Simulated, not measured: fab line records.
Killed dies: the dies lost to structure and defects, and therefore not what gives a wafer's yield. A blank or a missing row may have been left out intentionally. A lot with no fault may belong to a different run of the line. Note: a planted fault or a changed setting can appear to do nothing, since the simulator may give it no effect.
Which of the tools did it? + flow sky130 + 72 wafers from 24 lots sampled at 6 of the route's 708 steps

WHAT THE GAUGES READ, wafer by wafer
SKY_VT_ADJUST_NCORE_TW_MEAS_11. Usual: for VT_ADJUST_NCORE_TW the level is 216.8 and the standard deviation is 1.2.
| lot  | measured     | on            | VT_ADJUST_NCORE_TW | flag |
|------|--------------|---------------|--------------------|------|
| L074 | day 8 19:19  | film metro-01 | 216.8 217.6 218.4  |      |
| L075 | day 9 04:31  | film metro-01 | 216.5 214.8 216.1  |      |
| L076 | day 9 08:09  | film metro-01 | 213.7 216.3 215.9  |      |
| L077 | day 9 14:02  | film metro-03 | 218.0 217.1 218.2  |      |
| L078 | day 9 19:23  | film metro-01 | 216.5 216.7 215.1  |      |
| L079 | day 10 02:50 | film metro-03 | 217.6 217.1 217.3  |      |
| L080 | day 10 09:19 | film metro-01 | 215.1 216.6 215.7  |      |
| L081 | day 10 14:56 | film metro-01 | 216.7 218.1 217.4  |      |
| L082 | day 11 00:34 | film metro-03 | 216.4 217.9 217.4  |      |
| L083 | day 11 06:28 | film metro-03 | 216.5 216.5 216.5  |      |
| L084 | day 11 22:11 | film metro-02 | 216.2 217.4 216.0  |      |
| L085 | day 11 22:29 | film metro-03 | 216.5 218.0 217.1  |      |
| L086 | day 12 08:08 | film metro-03 | 218.3 217.5 218.0  |      |
| L087 | day 12 14:48 | film metro-03 | 218.2 217.9 218.9  |      |
| L088 | day 12 23:13 | film metro-02 | 216.3 218.2 218.8  |      |
| L089 | day 13 00:29 | film metro-02 | 214.3 215.4 216.4  |      |
| L090 | day 13 05:41 | film metro-02 | 215.2 216.0 215.9  |      |
| L091 | day 13 13:26 | film metro-02 | 215.0 215.7 215.8  |      |
| L092 | day 13 18:35 | film metro-02 | 216.1 215.4 215.2  |      |
| L093 | day 14 00:02 | film metro-03 | 218.4 217.3 216.6  |      |
| L094 | day 14 10:36 | film metro-03 | 218.0 217.0 217.2  |      |
| L095 | day 14 18:30 | film metro-02 | 217.0 216.9 217.5  |      |
| L096 | day 15 03:56 | film metro-02 | 216.0 214.9 215.2  |      |
| L097 | day 15 12:24 | film metro-02 | 216.3 215.5 216.7  |      |

SKY_CONTACT_THK_MEAS_03. Usual: for CONTACT_HDPCVD_THK the level is 568 nm and the standard deviation is 6.
| lot  | measured     | on            | CONTACT_HDPCVD_THK (nm) | flag |
|------|--------------|---------------|-------------------------|------|
| L074 | day 31 19:46 | film metro-02 | 564 566 569             |      |
| L075 | day 31 19:05 | film metro-01 | 557 562 563             |      |
| L076 | day 31 17:51 | film metro-03 | 569 569 567             |      |
| L077 | day 31 23:48 | film metro-03 | 567 571 568             |      |
| L078 | day 31 21:57 | film metro-02 | 574 581 575             |      |
| L079 | day 31 23:22 | film metro-01 | 570 572 570             |      |
| L080 | day 32 12:19 | film metro-01 | 561 564 568             |      |
| L081 | day 32 13:50 | film metro-01 | 582 586 578             |      |
| L082 | day 33 11:22 | film metro-02 | 564 561 565             |      |
| L083 | day 33 07:37 | film metro-02 | 562 567 562             |      |
| L084 | day 34 14:44 | film metro-02 | 562 570 566             |      |
| L085 | day 34 13:35 | film metro-03 | 577 566 575             |      |
| L086 | day 34 21:20 | film metro-02 | 572 559 571             |      |
| L087 | day 34 20:04 | film metro-01 | 563 572 565             |      |
| L088 | day 35 18:41 | film metro-03 | 568 570 561             |      |
| L089 | day 35 17:43 | film metro-03 | 564 558 559             |      |
| L090 | day 35 17:52 | film metro-02 | 584 571 565             |      |
| L091 | day 35 21:31 | film metro-03 | 558 552 560             |      |
| L092 | day 35 20:26 | film metro-01 | 571 576 568             |      |
| L093 | day 36 19:43 | film metro-01 | 566 571 565             |      |
| L094 | day 37 05:24 | film metro-02 | 568 560 562             |      |
| L095 | day 37 04:28 | film metro-02 | 568 570 571             |      |
| L096 | day 37 05:04 | film metro-02 | 569 567 566             |      |
| L097 | day 37 07:28 | film metro-01 | 564 565 575             |      |

SKY_CAP2M_OVL_MEAS_12. Usual: for CAP2M_OVL the level is -0.1 nm and the standard deviation is 1.3.
| lot  | measured     | on         | CAP2M_OVL (nm) | flag |
|------|--------------|------------|----------------|------|
| L074 | day 42 12:19 | overlay-01 | -0.8 -0.5 0.7  |      |
| L075 | day 42 11:22 | overlay-01 | 0.4 -0.1 -0.9  |      |
| L076 | day 42 10:08 | overlay-01 | 0.6 1.7 0.0    |      |
| L077 | day 42 12:55 | overlay-02 | -0.6 -0.3 1.2  |      |
| L078 | day 42 12:29 | overlay-02 | -0.7 0.2 -0.5  |      |
| L079 | day 42 12:37 | overlay-02 | -0.8 -0.6 -2.2 |      |
| L080 | day 42 13:11 | overlay-02 | 0.3 -1.6 1.8   |      |
| L081 | day 42 13:34 | overlay-01 | 0.9 -0.9 -0.6  |      |
| L082 | day 43 10:22 | overlay-02 | 0.5 0.7 -0.5   |      |
| L083 | day 43 09:04 | overlay-01 | 1.5 -0.3 -0.1  |      |
| L084 | day 44 10:46 | overlay-01 | 0.9 1.9 2.0    |      |
| L085 | day 44 10:05 | overlay-02 | -2.3 -1.1 -1.8 |      |
| L086 | day 44 14:44 | overlay-02 | 1.4 1.7 1.7    |      |
| L087 | day 44 11:26 | overlay-02 | -1.5 -1.0 -3.6 |      |
| L088 | day 45 10:13 | overlay-01 | 0.7 1.6 -0.6   |      |
| L089 | day 45 05:37 | overlay-02 | -2.7 0.7 -0.7  |      |
| L090 | day 45 06:43 | overlay-02 | -1.3 -0.6 -1.9 |      |
| L091 | day 45 10:38 | overlay-01 | 1.8 -1.9 0.9   |      |
| L092 | day 45 10:20 | overlay-02 | -0.4 -1.0 -0.5 |      |
| L093 | day 46 05:32 | overlay-01 | 0.8 -0.8 1.1   |      |
| L094 | day 46 16:05 | overlay-01 | 2.7 2.9 1.1    |      |
| L095 | day 46 13:29 | overlay-01 | -0.3 -2.1 1.7  |      |
| L096 | day 46 13:47 | overlay-01 | -0.4 1.3 1.0   |      |
| L097 | day 46 15:43 | overlay-01 | -0.9 0.3 -0.3  |      |

SKY_VIA4_RS_MEAS_19: uses a four-point probe to measure. Usual: for VIA4_W_RS the level is 0.2267 ohm/sq and the standard deviation is 0.0021.
| lot  | measured     | on            | VIA4_W_RS (ohm/sq)   | flag |
|------|--------------|---------------|----------------------|------|
| L074 | day 44 13:20 | film metro-01 | 0.2252 0.2295 0.2295 |      |
| L075 | day 44 12:59 | film metro-01 | 0.2260 0.2279 0.2286 |      |
| L076 | day 44 10:59 | film metro-01 | 0.2286 0.2268 0.2244 |      |
| L077 | day 44 14:33 | film metro-02 | 0.2277 0.2246 0.2254 |      |
| L078 | day 44 13:59 | film metro-03 | 0.2255 0.2249 0.2259 |      |
| L079 | day 44 14:18 | film metro-02 | 0.2318 0.2252 0.2248 |      |
| L080 | day 44 14:51 | film metro-02 | 0.2276 0.2270 0.2255 |      |
| L081 | day 44 15:09 | film metro-01 | 0.2250 0.2282 0.2279 |      |
| L082 | day 45 09:32 | film metro-01 | 0.2268 0.2251 0.2259 |      |
| L083 | day 45 08:19 | film metro-02 | 0.2261 0.2268 0.2275 |      |
| L084 | day 46 09:01 | film metro-03 | 0.2223 0.2240 0.2256 |      |
| L085 | day 46 08:38 | film metro-02 | 0.2267 0.2251 0.2247 |      |
| L086 | day 46 13:20 | film metro-03 | 0.2252 0.2274 0.2290 |      |
| L087 | day 46 11:26 | film metro-02 | 0.2235 0.2242 0.2265 |      |
| L088 | day 47 08:07 | film metro-02 | 0.2238 0.2249 0.2273 |      |
| L089 | day 47 03:32 | film metro-03 | 0.2287 0.2260 0.2265 |      |
| L090 | day 47 04:18 | film metro-01 | 0.2269 0.2280 0.2269 |      |
| L091 | day 47 09:09 | film metro-03 | 0.2272 0.2252 0.2284 |      |
| L092 | day 47 08:08 | film metro-03 | 0.2287 0.2274 0.2255 |      |
| L093 | day 48 01:11 | film metro-02 | 0.2298 0.2291 0.2290 |      |
| L094 | day 48 12:31 | film metro-03 | 0.2298 0.2275 0.2292 |      |
| L095 | day 48 10:07 | film metro-01 | 0.2257 0.2279 0.2279 |      |
| L096 | day 48 09:29 | film metro-02 | 0.2295 0.2258 0.2327 |      |
| L097 | day 48 12:25 | film metro-01 | 0.2315 0.2274 0.2285 |      |

WHAT TOOL EACH LOT RAN ON (gives the tool, then ch and the chambers of the sampled wafers, and finally the start)
| lot  | SKY_FIELD_ISO_ETCH_14             | SKY_CONTACT_CVD_00              |
|------|-----------------------------------|---------------------------------|
| L074 | rie diel-01 ch 1,2,3, day 2 05:11 | pecvd-03 ch 0,1,2, day 31 19:37 |
| L075 | rie diel-01 ch 0,1,3, day 2 11:51 | pecvd-04 ch 0,1,2, day 31 18:56 |
| L076 | rie diel-01 ch 0,1,3, day 2 17:33 | pecvd-02 ch 0,1,2, day 31 17:41 |
| L077 | rie diel-03 ch 0,3, day 2 20:17   | pecvd-03 ch 0,2, day 31 23:38   |
| L078 | rie diel-01 ch 1,2,3, day 3 04:26 | pecvd-02 ch 0,2, day 31 21:46   |
| L079 | rie diel-02 ch 0,1,3, day 3 08:03 | pecvd-04 ch 0,1,2, day 31 23:11 |
| L080 | rie diel-01 ch 0,3, day 3 14:29   | pecvd-03 ch 1,2, day 32 12:08   |
| L081 | rie diel-03 ch 1,2, day 3 18:59   | pecvd-04 ch 0,1,2, day 32 13:41 |
| L082 | rie diel-02 ch 0,2,3, day 3 22:45 | pecvd-03 ch 0,1, day 33 11:12   |
| L083 | rie diel-02 ch 1,2,3, day 4 03:20 | pecvd-04 ch 0,2, day 33 07:26   |
| L084 | rie diel-02 ch 1,2, day 4 10:42   | pecvd-04 ch 0,2, day 34 14:34   |
| L085 | rie diel-03 ch 1,2,3, day 4 13:27 | pecvd-02 ch 0,1, day 34 13:25   |
| L086 | rie diel-01 ch 0,1,2, day 4 19:50 | pecvd-02 ch 0,1,2, day 34 21:10 |
| L087 | rie diel-03 ch 1,2,3, day 5 05:15 | pecvd-02 ch 1,2, day 34 19:53   |
| L088 | rie diel-01 ch 0,2,3, day 5 08:53 | pecvd-02 ch 0,1,2, day 35 18:32 |
| L089 | rie diel-01 ch 0,1, day 5 11:00   | pecvd-02 ch 0,1, day 35 17:33   |
| L090 | rie diel-01 ch 0,1,2, day 5 18:17 | pecvd-03 ch 0,2, day 35 17:42   |
| L091 | rie diel-03 ch 0,2,3, day 5 21:47 | pecvd-04 ch 0,2, day 35 21:19   |
| L092 | rie diel-03 ch 1,2,3, day 6 04:45 | pecvd-03 ch 1,2, day 35 20:14   |
| L093 | rie diel-03 ch 2,3, day 6 07:41   | pecvd-02 ch 0,1, day 36 19:32   |
| L094 | rie diel-03 ch 0,2, day 6 14:09   | pecvd-02 ch 1,2, day 37 05:13   |
| L095 | rie diel-02 ch 1,2,3, day 6 18:48 | pecvd-04 ch 0,2, day 37 04:17   |
| L096 | rie diel-02 ch 0,3, day 6 23:38   | pecvd-03 ch 0,1,2, day 37 04:53 |
| L097 | rie diel-02 ch 0,1,3, day 7 04:17 | pecvd-04 ch 0,1,2, day 37 07:17 |
- SKY_FIELD_ISO_ETCH_14: etches BARC in N2/H2, stops on SiO2, time 45.9 s, target depth 60 nm.
- SKY_CONTACT_CVD_00: deposits Si3N4, target thk 75 nm.

AS READ BY THE TOOLS THEMSELVES (means over the sampled wafers that have a number; for cases with no such wafer, the mark the record gives instead)
SKY_FIELD_ISO_ETCH_14. Usual: drypump motor current A 5.8 A, standard deviation 0.42; n2 flow sccm 99.96 sccm, standard deviation 0.3; oes product au 0.855 a.u., standard deviation 0.0048; throttle valve pct 13.224 %, standard deviation 0.0085.
| lot  | tool        | drypump motor current A (A) | n2 flow sccm (sccm) | oes product au (a.u.) | throttle valve pct (%) | flag |
|------|-------------|-----------------------------|---------------------|-----------------------|------------------------|------|
| L074 | rie diel-01 | 5.7                         | 99.70               | 0.854                 | 13.228                 |      |
| L075 | rie diel-01 | 5.9                         | 100.06              | 0.852                 | 13.221                 |      |
| L076 | rie diel-01 | 5.9                         | 99.86               | 0.854                 | 13.223                 |      |
| L077 | rie diel-03 | 5.7                         | 99.79               | 0.854                 | 13.218                 |      |
| L078 | rie diel-01 | 5.7                         | 99.56               | 0.854                 | 13.226                 |      |
| L079 | rie diel-02 | 6.4                         | 100.06              | 0.851                 | 13.219                 |      |
| L080 | rie diel-01 | 6.1                         | 99.80               | 0.853                 | 13.232                 |      |
| L081 | rie diel-03 | 5.5                         | 99.99               | 0.853                 | 13.226                 |      |
| L082 | rie diel-02 | 5.8                         | 99.90               | 0.854                 | 13.225                 |      |
| L083 | rie diel-02 | 6.0                         | 99.91               | 0.859                 | 13.225                 |      |
| L084 | rie diel-02 | 6.1                         | 99.76               | 0.858                 | 13.218                 |      |
| L085 | rie diel-03 | 5.6                         | 100.04              | 0.850                 | 13.220                 |      |
| L086 | rie diel-01 | 5.8                         | 100.27              | 0.859                 | 13.221                 |      |
| L087 | rie diel-03 | 5.6                         | 100.04              | 0.854                 | 13.227                 |      |
| L088 | rie diel-01 | 5.9                         | 99.98               | 0.853                 | 13.233                 |      |
| L089 | rie diel-01 | 6.0                         | 99.89               | 0.859                 | 13.221                 |      |
| L090 | rie diel-01 | 5.9                         | 99.99               | 0.851                 | 13.227                 |      |
| L091 | rie diel-03 | 5.6                         | 100.05              | 0.860                 | 13.232                 |      |
| L092 | rie diel-03 | 5.6                         | 99.74               | 0.855                 | 13.230                 |      |
| L093 | rie diel-03 | 5.5                         | 100.13              | 0.857                 | 13.240                 |      |
| L094 | rie diel-03 | 5.6                         | 100.10              | 0.858                 | 13.227                 |      |
| L095 | rie diel-02 | 6.0                         | 99.95               | 0.852                 | 13.223                 |      |
| L096 | rie diel-02 | 6.2                         | 99.64               | 0.858                 | 13.231                 |      |
| L097 | rie diel-02 | 6.5                         | 100.38              | 0.855                 | 13.219                 |      |

SKY_CONTACT_CVD_00. Usual: heater power w 721 W, standard deviation 72; susceptor temp C 400.02 C, standard deviation 0.2.
| lot  | tool     | heater power w (W) | susceptor temp C (C) | flag |
|------|----------|--------------------|----------------------|------|
| L074 | pecvd-03 | 660                | 399.79               |      |
| L075 | pecvd-04 | 776                | 399.79               |      |
| L076 | pecvd-02 | 709                | 399.92               |      |
| L077 | pecvd-03 | 661                | 400.06               |      |
| L078 | pecvd-02 | 750                | 399.99               |      |
| L079 | pecvd-04 | 772                | 399.98               |      |
| L080 | pecvd-03 | 650                | 400.00               |      |
| L081 | pecvd-04 | 713                | 400.04               |      |
| L082 | pecvd-03 | 621                | 400.04               |      |
| L083 | pecvd-04 | 809                | 399.84               |      |
| L084 | pecvd-04 | 867                | 400.17               |      |
| L085 | pecvd-02 | 684                | 399.77               |      |
| L086 | pecvd-02 | 731                | 400.11               |      |
| L087 | pecvd-02 | 684                | 400.04               |      |
| L088 | pecvd-02 | 719                | 399.83               |      |
| L089 | pecvd-02 | 744                | 400.11               |      |
| L090 | pecvd-03 | 649                | 400.13               |      |
| L091 | pecvd-04 | 850                | 400.18               |      |
| L092 | pecvd-03 | 685                | 400.07               |      |
| L093 | pecvd-02 | 741                | 400.16               |      |
| L094 | pecvd-02 | 660                | 400.05               |      |
| L095 | pecvd-04 | 782                | 400.02               |      |
| L096 | pecvd-03 | 688                | 399.87               |      |
| L097 | pecvd-04 | 735                | 399.91               |      |

THE ANSWER, worked out from the rows above alone
Rule: a lot counts as off when the mean over its wafers that have a number is more than 3 standard deviations away from the usual mean. A lot without any number at a reading at which 4 lots or more have one is off too. The other lots that the step has rows for count as sound. Order of review: gauges by route order, followed by the tools' own readings, for which a lot's mean as printed above is used. The first step at which some lot is off is used, and at that step the reading that is off furthest; a lot without a number counts as furthest.
No lot is off on any of the readings shown, so nothing can be concluded from this.

WHAT THE SIMULATOR HAD PUT IN
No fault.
